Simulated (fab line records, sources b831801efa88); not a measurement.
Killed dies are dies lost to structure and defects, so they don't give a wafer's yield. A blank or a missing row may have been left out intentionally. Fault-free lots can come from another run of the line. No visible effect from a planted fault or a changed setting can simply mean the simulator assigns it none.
A lot that was struck, set against a sound lot :: flow sky130 :: 17 out of 708 route steps
Sound: the wafers L922.1, L922.2, L922.5. Struck: wafers L927.1, L927.4, L927.6. At the end, the cause is stated.
Per side, at each step with rows, come the tool, then ch with its chambers, and then its first start. Under that, the readings that differ: sound wafers :: struck wafers :: difference of the means :: sigmas: that difference in standard deviations of wafers without a fault.
alike: readings with means less than 2 such deviations apart, plus words and numbers identical on both sides. not compared: withheld readings, readings lacking a value on some wafer, bounds such as >300 that could conceal the same value, and numbers that have no deviation in the record and whose values overlap.
The two part at a step that has a row with sigmas, a row that says differs or no value, or rows on one side only. Numbers that don't overlap but have no deviation are shown without sigmas and don't part them. A reading that every wafer of one side lacks parts them only if that side has two wafers or more.

first, 6 steps without rows for these wafers: SKY_LDD_N_IMPLANT_10; SKY_LDD_N_IMPLANT_11; SKY_LDD_N_IMPLANT_12; SKY_LDD_N_IMPLANT_13; SKY_LDD_N_IMPLANT_14; SKY_LDD_N_IMPLANT_15.
SKY_LDD_N_STRIP_16: strips in O2/N2.
  sound on plasma asher-02 ch 0,1, day 17 21:53; struck on plasma asher-03 ch 0,1, day 19 10:59
reading: drypump motor current A (A)
sound: 5.6 6.4 6.4
struck: 5.3 5.2 5.2
difference: -0.9
sigmas: -2
  alike: oes product au, strip time to endpoint s
  not compared: rf hours counter h
SKY_LDD_N_TW_MEAS_17:
  sound on film metro-01 at day 17 21:59; struck on film metro-01 at day 19 11:05
  alike: LDD_N_TW
then, 4 steps without rows for these wafers: SKY_LDD_P_DEHYDRATE_00 (time 60 s); SKY_LDD_P_HMDS_01 (prime time 60 s); SKY_LDD_P_COAT_02 (resist thk 1140 nm); SKY_LDD_P_SOFTBAKE_03 (time 60 s).
SKY_LDD_P_EXPOSE_04: exposes mask PSDM, target cd 380 nm.
  sound on iline stepper-02 ch 0, day 18 13:28; struck on iline stepper-02 ch 0, day 20 02:27
reading: exposure dose mJ cm2
sound: 138.19 138.00 138.05
struck: 92.39 92.31 92.34
difference: -45.73
sigmas: -99 or more
  alike: mask, focus offset nm
then, 2 steps without rows for these wafers: SKY_LDD_P_PEB_05; SKY_LDD_P_DEVELOP_06 (develop time 60 s).
SKY_LDD_P_CD_MEAS_07 targets a cd of 380 nm.
  sound on cd sem-01 at day 19 04:45; struck on cd sem-01 at day 20 17:59
reading: cd nm (nm)
sound: 381.4 383.0 381.0
struck: 260.5 262.1 262.1
difference: -120.2
sigmas: -46
SKY_LDD_P_OVL_MEAS_08:
  sound on overlay-02 at day 19 04:52; struck on overlay-02 at day 20 18:06
  alike: LDD_P_OVL

## WHERE THEY PART
First at SKY_LDD_N_STRIP_16; last, within this record, at SKY_LDD_P_CD_MEAS_07. Later steps at which nothing parts them and some readings are alike: SKY_LDD_P_OVL_MEAS_08.

WHY: whatever the simulator had introduced
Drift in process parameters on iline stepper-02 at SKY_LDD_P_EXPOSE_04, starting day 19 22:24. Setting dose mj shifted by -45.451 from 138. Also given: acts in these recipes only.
